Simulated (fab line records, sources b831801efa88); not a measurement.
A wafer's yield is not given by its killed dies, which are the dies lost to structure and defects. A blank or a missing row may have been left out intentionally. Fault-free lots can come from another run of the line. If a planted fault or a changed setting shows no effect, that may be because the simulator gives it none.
Which tool is to blame? || flow sky130 || 72 wafers from 24 lots sampled at 5 of the route's 708 steps

== WHAT THE GAUGES SHOWED, per wafer ==
SKY_SD_P_TW_MEAS_11. Usual: SD_P_TW 2815, standard deviation 19.
{"lot": "L074", "measured": "day 25 06:12", "on": "filmMetro-02", "SD_P_TW": "2819 2820 2816", "flag": ""}
{"lot": "L077", "measured": "day 26 13:32", "on": "filmMetro-03", "SD_P_TW": "2791 2809 2805", "flag": ""}
{"lot": "L075", "measured": "day 26 13:50", "on": "filmMetro-02", "SD_P_TW": "2831 2807 2827", "flag": ""}
{"lot": "L076", "measured": "day 26 14:08", "on": "filmMetro-03", "SD_P_TW": "2790 2802 2779", "flag": ""}
{"lot": "L078", "measured": "day 26 23:50", "on": "filmMetro-04", "SD_P_TW": "2832 2849 2832", "flag": ""}
{"lot": "L079", "measured": "day 27 04:02", "on": "filmMetro-02", "SD_P_TW": "2817 2812 2812", "flag": ""}
{"lot": "L080", "measured": "day 27 12:20", "on": "filmMetro-04", "SD_P_TW": "2832 2860 2858", "flag": ""}
{"lot": "L081", "measured": "day 27 14:50", "on": "filmMetro-02", "SD_P_TW": "2816 2805 2806", "flag": ""}
{"lot": "L082", "measured": "day 28 04:39", "on": "filmMetro-03", "SD_P_TW": "2778 2770 2800", "flag": ""}
{"lot": "L083", "measured": "day 28 10:37", "on": "filmMetro-03", "SD_P_TW": "2785 2782 2783", "flag": ""}
{"lot": "L084", "measured": "day 29 01:23", "on": "filmMetro-02", "SD_P_TW": "2807 2807 2797", "flag": ""}
{"lot": "L085", "measured": "day 29 10:29", "on": "filmMetro-04", "SD_P_TW": "2819 2830 2849", "flag": ""}
{"lot": "L086", "measured": "day 29 18:50", "on": "filmMetro-02", "SD_P_TW": "2824 2808 2815", "flag": ""}
{"lot": "L088", "measured": "day 31 12:38", "on": "filmMetro-02", "SD_P_TW": "2824 2809 2809", "flag": ""}
{"lot": "L087", "measured": "day 31 16:29", "on": "filmMetro-02", "SD_P_TW": "2806 2801 2809", "flag": ""}
{"lot": "L090", "measured": "day 31 16:33", "on": "filmMetro-04", "SD_P_TW": "2832 2833 2822", "flag": ""}
{"lot": "L092", "measured": "day 31 17:07", "on": "filmMetro-02", "SD_P_TW": "2821 2818 2807", "flag": ""}
{"lot": "L089", "measured": "day 31 17:44", "on": "filmMetro-04", "SD_P_TW": "2848 2828 2836", "flag": ""}
{"lot": "L091", "measured": "day 31 18:23", "on": "filmMetro-02", "SD_P_TW": "2818 2815 2812", "flag": ""}
{"lot": "L093", "measured": "day 31 21:11", "on": "filmMetro-02", "SD_P_TW": "2809 2810 2818", "flag": ""}
{"lot": "L094", "measured": "day 32 11:14", "on": "filmMetro-02", "SD_P_TW": "2825 2822 2828", "flag": ""}
{"lot": "L096", "measured": "day 33 16:38", "on": "filmMetro-02", "SD_P_TW": "2816 2805 2808", "flag": ""}
{"lot": "L095", "measured": "day 33 17:17", "on": "filmMetro-02", "SD_P_TW": "2816 2815 2799", "flag": ""}
{"lot": "L097", "measured": "day 33 18:23", "on": "filmMetro-02", "SD_P_TW": "2794 2800 2825", "flag": ""}

SKY_VIA1_THK_MEAS_23: measures by xrf. Usual: VIA1_W_THK 273 nm, standard deviation 4.6.
{"lot": "L074", "measured": "day 33 18:20", "on": "filmMetro-04", "VIA1_W_THK (nm)": "279 274 277", "flag": ""}
{"lot": "L077", "measured": "day 34 23:07", "on": "filmMetro-02", "VIA1_W_THK (nm)": "272 278 272", "flag": ""}
{"lot": "L075", "measured": "day 34 23:55", "on": "filmMetro-02", "VIA1_W_THK (nm)": "272 278 266", "flag": ""}
{"lot": "L076", "measured": "day 35 00:42", "on": "filmMetro-02", "VIA1_W_THK (nm)": "272 272 279", "flag": ""}
{"lot": "L078", "measured": "day 35 11:07", "on": "filmMetro-04", "VIA1_W_THK (nm)": "271 282 274", "flag": ""}
{"lot": "L079", "measured": "day 35 13:07", "on": "filmMetro-02", "VIA1_W_THK (nm)": "278 267 273", "flag": ""}
{"lot": "L080", "measured": "day 35 21:17", "on": "filmMetro-02", "VIA1_W_THK (nm)": "270 270 266", "flag": ""}
{"lot": "L081", "measured": "day 35 23:21", "on": "filmMetro-04", "VIA1_W_THK (nm)": "272 271 270", "flag": ""}
{"lot": "L082", "measured": "day 36 13:46", "on": "filmMetro-02", "VIA1_W_THK (nm)": "267 269 269", "flag": ""}
{"lot": "L083", "measured": "day 36 18:35", "on": "filmMetro-03", "VIA1_W_THK (nm)": "271 275 275", "flag": ""}
{"lot": "L084", "measured": "day 37 08:40", "on": "filmMetro-04", "VIA1_W_THK (nm)": "275 272 271", "flag": ""}
{"lot": "L085", "measured": "day 37 18:25", "on": "filmMetro-04", "VIA1_W_THK (nm)": "281 277 278", "flag": ""}
{"lot": "L086", "measured": "day 37 23:02", "on": "filmMetro-02", "VIA1_W_THK (nm)": "273 273 268", "flag": ""}
{"lot": "L088", "measured": "day 39 15:25", "on": "filmMetro-04", "VIA1_W_THK (nm)": "268 268 265", "flag": ""}
{"lot": "L087", "measured": "day 39 17:33", "on": "filmMetro-03", "VIA1_W_THK (nm)": "271 270 271", "flag": ""}
{"lot": "L090", "measured": "day 39 19:11", "on": "filmMetro-03", "VIA1_W_THK (nm)": "267 266 271", "flag": ""}
{"lot": "L092", "measured": "day 39 20:26", "on": "filmMetro-04", "VIA1_W_THK (nm)": "269 272 271", "flag": ""}
{"lot": "L089", "measured": "day 39 20:45", "on": "filmMetro-04", "VIA1_W_THK (nm)": "275 268 269", "flag": ""}
{"lot": "L091", "measured": "day 39 21:12", "on": "filmMetro-03", "VIA1_W_THK (nm)": "269 275 268", "flag": ""}
{"lot": "L093", "measured": "day 39 23:04", "on": "filmMetro-04", "VIA1_W_THK (nm)": "268 268 268", "flag": ""}
{"lot": "L094", "measured": "day 40 09:45", "on": "filmMetro-02", "VIA1_W_THK (nm)": "271 279 270", "flag": ""}
{"lot": "L096", "measured": "day 41 11:40", "on": "filmMetro-04", "VIA1_W_THK (nm)": "281 280 271", "flag": ""}
{"lot": "L095", "measured": "day 41 13:26", "on": "filmMetro-03", "VIA1_W_THK (nm)": "275 273 282", "flag": ""}
{"lot": "L097", "measured": "day 41 15:26", "on": "filmMetro-04", "VIA1_W_THK (nm)": "271 280 269", "flag": ""}

SKY_CAPM_THK_MEAS_01. Usual: CAPM_CVD_00_THK 15.53 nm, standard deviation 0.22.
{"lot": "L074", "measured": "day 36 01:59", "on": "filmMetro-04", "CAPM_CVD_00_THK (nm)": "15.29 15.59 15.48", "flag": ""}
{"lot": "L077", "measured": "day 37 08:17", "on": "filmMetro-03", "CAPM_CVD_00_THK (nm)": "15.63 15.67 15.38", "flag": ""}
{"lot": "L075", "measured": "day 37 09:38", "on": "filmMetro-01", "CAPM_CVD_00_THK (nm)": "15.11 15.32 15.69", "flag": ""}
{"lot": "L076", "measured": "day 37 10:29", "on": "filmMetro-03", "CAPM_CVD_00_THK (nm)": "15.47 16.09 15.67", "flag": ""}
{"lot": "L078", "measured": "day 37 20:32", "on": "filmMetro-03", "CAPM_CVD_00_THK (nm)": "15.32 15.47 15.64", "flag": ""}
{"lot": "L079", "measured": "day 37 21:31", "on": "filmMetro-01", "CAPM_CVD_00_THK (nm)": "15.44 15.54 15.78", "flag": ""}
{"lot": "L080", "measured": "day 38 06:19", "on": "filmMetro-04", "CAPM_CVD_00_THK (nm)": "15.68 15.88 15.62", "flag": ""}
{"lot": "L081", "measured": "day 38 08:38", "on": "filmMetro-03", "CAPM_CVD_00_THK (nm)": "15.45 15.43 15.48", "flag": ""}
{"lot": "L082", "measured": "day 38 21:56", "on": "filmMetro-01", "CAPM_CVD_00_THK (nm)": "15.38 15.72 15.93", "flag": ""}
{"lot": "L083", "measured": "day 39 01:37", "on": "filmMetro-04", "CAPM_CVD_00_THK (nm)": "15.44 15.65 15.87", "flag": ""}
{"lot": "L084", "measured": "day 39 15:31", "on": "filmMetro-01", "CAPM_CVD_00_THK (nm)": "15.44 15.37 15.63", "flag": ""}
{"lot": "L085", "measured": "day 40 00:37", "on": "filmMetro-03", "CAPM_CVD_00_THK (nm)": "15.44 15.23 15.41", "flag": ""}
{"lot": "L086", "measured": "day 40 03:47", "on": "filmMetro-04", "CAPM_CVD_00_THK (nm)": "15.44 15.58 15.54", "flag": ""}
{"lot": "L088", "measured": "day 41 20:03", "on": "filmMetro-03", "CAPM_CVD_00_THK (nm)": "15.37 15.66 15.73", "flag": ""}
{"lot": "L087", "measured": "day 41 21:53", "on": "filmMetro-03", "CAPM_CVD_00_THK (nm)": "15.56 15.36 15.91", "flag": ""}
{"lot": "L090", "measured": "day 41 22:44", "on": "filmMetro-03", "CAPM_CVD_00_THK (nm)": "15.23 15.33 15.51", "flag": ""}
{"lot": "L092", "measured": "day 41 23:48", "on": "filmMetro-03", "CAPM_CVD_00_THK (nm)": "15.79 15.90 15.93", "flag": ""}
{"lot": "L089", "measured": "day 42 00:23", "on": "filmMetro-04", "CAPM_CVD_00_THK (nm)": "15.66 15.43 15.84", "flag": ""}
{"lot": "L091", "measured": "day 42 02:11", "on": "filmMetro-03", "CAPM_CVD_00_THK (nm)": "15.45 15.55 15.51", "flag": ""}
{"lot": "L093", "measured": "day 42 03:07", "on": "filmMetro-01", "CAPM_CVD_00_THK (nm)": "15.31 15.55 15.60", "flag": ""}
{"lot": "L094", "measured": "day 42 11:29", "on": "filmMetro-04", "CAPM_CVD_00_THK (nm)": "15.46 15.45 15.70", "flag": ""}
{"lot": "L096", "measured": "day 43 14:08", "on": "filmMetro-04", "CAPM_CVD_00_THK (nm)": "15.04 15.01 15.55", "flag": ""}
{"lot": "L095", "measured": "day 43 15:08", "on": "filmMetro-01", "CAPM_CVD_00_THK (nm)": "15.61 15.42 15.84", "flag": ""}
{"lot": "L097", "measured": "day 43 17:23", "on": "filmMetro-03", "CAPM_CVD_00_THK (nm)": "15.14 15.26 15.37", "flag": ""}

SKY_METAL3_CD_MEAS_13 targets a cd of 300 nm. Usual: cdNm reads 300.3 nm (standard deviation 1.4).
{"lot": "L074", "measured": "day 38 07:18", "on": "cdSem-01", "cdNm (nm)": "300.2 301.0 301.7", "flag": ""}
{"lot": "L077", "measured": "day 39 12:55", "on": "cdSem-02", "cdNm (nm)": "300.6 300.8 300.0", "flag": ""}
{"lot": "L075", "measured": "day 39 11:55", "on": "cdSem-02", "cdNm (nm)": "299.1 297.8 298.7", "flag": ""}
{"lot": "L076", "measured": "day 39 13:44", "on": "cdSem-02", "cdNm (nm)": "300.9 301.3 301.2", "flag": ""}
{"lot": "L078", "measured": "day 39 23:13", "on": "cdSem-02", "cdNm (nm)": "298.6 299.5 298.3", "flag": ""}
{"lot": "L079", "measured": "day 40 00:11", "on": "cdSem-01", "cdNm (nm)": "298.7 298.8 296.9", "flag": ""}
{"lot": "L080", "measured": "day 40 08:00", "on": "cdSem-02", "cdNm (nm)": "300.3 301.2 300.0", "flag": ""}
{"lot": "L081", "measured": "day 40 10:13", "on": "cdSem-02", "cdNm (nm)": "299.6 301.9 302.5", "flag": ""}
{"lot": "L082", "measured": "day 41 00:14", "on": "cdSem-02", "cdNm (nm)": "301.2 300.1 300.4", "flag": ""}
{"lot": "L083", "measured": "day 41 02:34", "on": "cdSem-01", "cdNm (nm)": "301.8 299.2 302.7", "flag": ""}
{"lot": "L084", "measured": "day 41 16:42", "on": "cdSem-02", "cdNm (nm)": "299.1 298.6 299.0", "flag": ""}
{"lot": "L085", "measured": "day 42 00:33", "on": "cdSem-01", "cdNm (nm)": "302.7 302.1 302.1", "flag": ""}
{"lot": "L086", "measured": "day 42 03:50", "on": "cdSem-02", "cdNm (nm)": "300.4 299.3 299.3", "flag": ""}
{"lot": "L088", "measured": "day 43 18:51", "on": "cdSem-02", "cdNm (nm)": "301.3 300.9 301.5", "flag": ""}
{"lot": "L087", "measured": "day 43 21:01", "on": "cdSem-01", "cdNm (nm)": "301.7 300.2 301.7", "flag": ""}
{"lot": "L090", "measured": "day 43 22:07", "on": "cdSem-01", "cdNm (nm)": "301.1 300.4 300.6", "flag": ""}
{"lot": "L092", "measured": "day 43 22:59", "on": "cdSem-01", "cdNm (nm)": "301.1 298.6 299.6", "flag": ""}
{"lot": "L089", "measured": "day 44 00:04", "on": "cdSem-02", "cdNm (nm)": "298.8 300.7 298.7", "flag": ""}
{"lot": "L091", "measured": "day 44 00:32", "on": "cdSem-02", "cdNm (nm)": "301.4 300.6 300.8", "flag": ""}
{"lot": "L093", "measured": "day 44 02:16", "on": "cdSem-02", "cdNm (nm)": "302.5 300.8 301.5", "flag": ""}
{"lot": "L094", "measured": "day 44 08:53", "on": "cdSem-01", "cdNm (nm)": "300.4 302.4 300.5", "flag": ""}
{"lot": "L096", "measured": "day 45 09:17", "on": "cdSem-02", "cdNm (nm)": "300.4 299.6 298.5", "flag": ""}
{"lot": "L095", "measured": "day 45 11:41", "on": "cdSem-02", "cdNm (nm)": "296.3 297.0 296.2", "flag": ""}
{"lot": "L097", "measured": "day 45 12:48", "on": "cdSem-02", "cdNm (nm)": "301.3 301.0 300.8", "flag": ""}

== WHAT TOOL EACH LOT RAN ON (gives the tool, then ch and the chambers of the sampled wafers, and finally the start) ==
{"lot": "L074", "SKY_CAPM_METAL_ETCH_13": "rieMetal-03 ch 0,1, day 37 04:20"}
{"lot": "L077", "SKY_CAPM_METAL_ETCH_13": "rieMetal-03 ch 0,1, day 38 10:20"}
{"lot": "L075", "SKY_CAPM_METAL_ETCH_13": "rieMetal-02 ch 0,1, day 38 10:38"}
{"lot": "L076", "SKY_CAPM_METAL_ETCH_13": "rieMetal-02 ch 0,1, day 38 12:02"}
{"lot": "L078", "SKY_CAPM_METAL_ETCH_13": "rieMetal-03 ch 0,1, day 38 21:55"}
{"lot": "L079", "SKY_CAPM_METAL_ETCH_13": "rieMetal-04 ch 0,1, day 38 22:31"}
{"lot": "L080", "SKY_CAPM_METAL_ETCH_13": "rieMetal-02 ch 0,1, day 39 06:50"}
{"lot": "L081", "SKY_CAPM_METAL_ETCH_13": "rieMetal-04 ch 0,1, day 39 09:02"}
{"lot": "L082", "SKY_CAPM_METAL_ETCH_13": "rieMetal-04 ch 1, day 39 22:52"}
{"lot": "L083", "SKY_CAPM_METAL_ETCH_13": "rieMetal-04 ch 1, day 40 01:43"}
{"lot": "L084", "SKY_CAPM_METAL_ETCH_13": "rieMetal-02 ch 0,1, day 40 16:07"}
{"lot": "L085", "SKY_CAPM_METAL_ETCH_13": "rieMetal-04 ch 0,1, day 41 00:32"}
{"lot": "L086", "SKY_CAPM_METAL_ETCH_13": "rieMetal-02 ch 0,1, day 41 03:46"}
{"lot": "L088", "SKY_CAPM_METAL_ETCH_13": "rieMetal-03 ch 0,1, day 42 19:32"}
{"lot": "L087", "SKY_CAPM_METAL_ETCH_13": "rieMetal-02 ch 0,1, day 42 20:59"}
{"lot": "L090", "SKY_CAPM_METAL_ETCH_13": "rieMetal-04 ch 0,1, day 42 22:22"}
{"lot": "L092", "SKY_CAPM_METAL_ETCH_13": "rieMetal-04 ch 0,1, day 42 23:14"}
{"lot": "L089", "SKY_CAPM_METAL_ETCH_13": "rieMetal-03 ch 0,1, day 42 23:52"}
{"lot": "L091", "SKY_CAPM_METAL_ETCH_13": "rieMetal-04 ch 0,1, day 43 01:23"}
{"lot": "L093", "SKY_CAPM_METAL_ETCH_13": "rieMetal-03 ch 0,1, day 43 02:26"}
{"lot": "L094", "SKY_CAPM_METAL_ETCH_13": "rieMetal-04 ch 0,1, day 43 10:22"}
{"lot": "L096", "SKY_CAPM_METAL_ETCH_13": "rieMetal-02 ch 1, day 44 11:32"}
{"lot": "L095", "SKY_CAPM_METAL_ETCH_13": "rieMetal-04 ch 0,1, day 44 13:17"}
{"lot": "L097", "SKY_CAPM_METAL_ETCH_13": "rieMetal-02 ch 1, day 44 15:19"}
- SKY_CAPM_METAL_ETCH_13: etches TiN in Cl2/BCl3, stops on SiO2, target depth 220 nm, time 62.9 s.

== WHAT THE TOOLS THEMSELVES READ (means of the sampled wafers that have a number; where no wafer has one, the mark that the record gives instead) ==
SKY_CAPM_METAL_ETCH_13. Usual: drypumpMotorCurrentA 5.7 A, standard deviation 0.41; oesProductAu 0.942 a.u., standard deviation 0.0062; throttleValvePct 21.901 %, standard deviation 0.0087.
{"lot": "L074", "tool": "rieMetal-03", "drypumpMotorCurrentA (A)": 5.6, "oesProductAu (a.u.)": 0.935, "throttleValvePct (%)": 21.907, "flag": ""}
{"lot": "L077", "tool": "rieMetal-03", "drypumpMotorCurrentA (A)": 5.8, "oesProductAu (a.u.)": 0.941, "throttleValvePct (%)": 21.899, "flag": ""}
{"lot": "L075", "tool": "rieMetal-02", "drypumpMotorCurrentA (A)": 5.7, "oesProductAu (a.u.)": 0.931, "throttleValvePct (%)": 21.907, "flag": ""}
{"lot": "L076", "tool": "rieMetal-02", "drypumpMotorCurrentA (A)": 5.4, "oesProductAu (a.u.)": 0.940, "throttleValvePct (%)": 21.897, "flag": ""}
{"lot": "L078", "tool": "rieMetal-03", "drypumpMotorCurrentA (A)": 5.6, "oesProductAu (a.u.)": 0.951, "throttleValvePct (%)": 21.896, "flag": ""}
{"lot": "L079", "tool": "rieMetal-04", "drypumpMotorCurrentA (A)": 5.7, "oesProductAu (a.u.)": 0.937, "throttleValvePct (%)": 21.903, "flag": ""}
{"lot": "L080", "tool": "rieMetal-02", "drypumpMotorCurrentA (A)": 5.4, "oesProductAu (a.u.)": 0.946, "throttleValvePct (%)": 21.910, "flag": ""}
{"lot": "L081", "tool": "rieMetal-04", "drypumpMotorCurrentA (A)": 6.0, "oesProductAu (a.u.)": 0.937, "throttleValvePct (%)": 21.903, "flag": ""}
{"lot": "L082", "tool": "rieMetal-04", "drypumpMotorCurrentA (A)": 5.4, "oesProductAu (a.u.)": 0.943, "throttleValvePct (%)": 21.910, "flag": ""}
{"lot": "L083", "tool": "rieMetal-04", "drypumpMotorCurrentA (A)": 5.4, "oesProductAu (a.u.)": 0.939, "throttleValvePct (%)": 21.898, "flag": ""}
{"lot": "L084", "tool": "rieMetal-02", "drypumpMotorCurrentA (A)": 5.7, "oesProductAu (a.u.)": 0.939, "throttleValvePct (%)": 21.910, "flag": ""}
{"lot": "L085", "tool": "rieMetal-04", "drypumpMotorCurrentA (A)": 5.7, "oesProductAu (a.u.)": 0.940, "throttleValvePct (%)": 21.903, "flag": ""}
{"lot": "L086", "tool": "rieMetal-02", "drypumpMotorCurrentA (A)": 5.7, "oesProductAu (a.u.)": 0.947, "throttleValvePct (%)": 21.904, "flag": ""}
{"lot": "L088", "tool": "rieMetal-03", "drypumpMotorCurrentA (A)": 5.6, "oesProductAu (a.u.)": 0.944, "throttleValvePct (%)": 21.902, "flag": ""}
{"lot": "L087", "tool": "rieMetal-02", "drypumpMotorCurrentA (A)": 5.4, "oesProductAu (a.u.)": 0.940, "throttleValvePct (%)": 21.905, "flag": ""}
{"lot": "L090", "tool": "rieMetal-04", "drypumpMotorCurrentA (A)": 6.0, "oesProductAu (a.u.)": 0.946, "throttleValvePct (%)": 21.904, "flag": ""}
{"lot": "L092", "tool": "rieMetal-04", "drypumpMotorCurrentA (A)": 5.7, "oesProductAu (a.u.)": 0.947, "throttleValvePct (%)": 21.908, "flag": ""}
{"lot": "L089", "tool": "rieMetal-03", "drypumpMotorCurrentA (A)": 5.8, "oesProductAu (a.u.)": 0.932, "throttleValvePct (%)": 21.901, "flag": ""}
{"lot": "L091", "tool": "rieMetal-04", "drypumpMotorCurrentA (A)": 6.0, "oesProductAu (a.u.)": 0.946, "throttleValvePct (%)": 21.898, "flag": ""}
{"lot": "L093", "tool": "rieMetal-03", "drypumpMotorCurrentA (A)": 5.8, "oesProductAu (a.u.)": 0.940, "throttleValvePct (%)": 21.893, "flag": ""}
{"lot": "L094", "tool": "rieMetal-04", "drypumpMotorCurrentA (A)": 6.0, "oesProductAu (a.u.)": 0.943, "throttleValvePct (%)": 21.898, "flag": ""}
{"lot": "L096", "tool": "rieMetal-02", "drypumpMotorCurrentA (A)": 5.9, "oesProductAu (a.u.)": 0.941, "throttleValvePct (%)": 21.901, "flag": ""}
{"lot": "L095", "tool": "rieMetal-04", "drypumpMotorCurrentA (A)": 6.0, "oesProductAu (a.u.)": 0.948, "throttleValvePct (%)": 21.900, "flag": ""}
{"lot": "L097", "tool": "rieMetal-02", "drypumpMotorCurrentA (A)": 5.9, "oesProductAu (a.u.)": 0.942, "throttleValvePct (%)": 21.900, "flag": ""}

== THE ANSWER, worked out from the rows above alone ==
Rule: a lot is off if the mean of its wafers that have a number lies more than 3 standard deviations from the usual mean. A lot without any number at a reading at which 4 lots or more have one is off too. Any other lot the step has rows for is counted as sound. After the gauges, taken in route order, come the tools' own readings; for these a lot's mean is taken, as printed above. At the first step where some lot is off, the reading lying furthest off is the one used; lots without a number count as furthest.
No lot is off on any of the readings shown, so nothing can be concluded from this.

== WHAT THE SIMULATOR PUT IN ==
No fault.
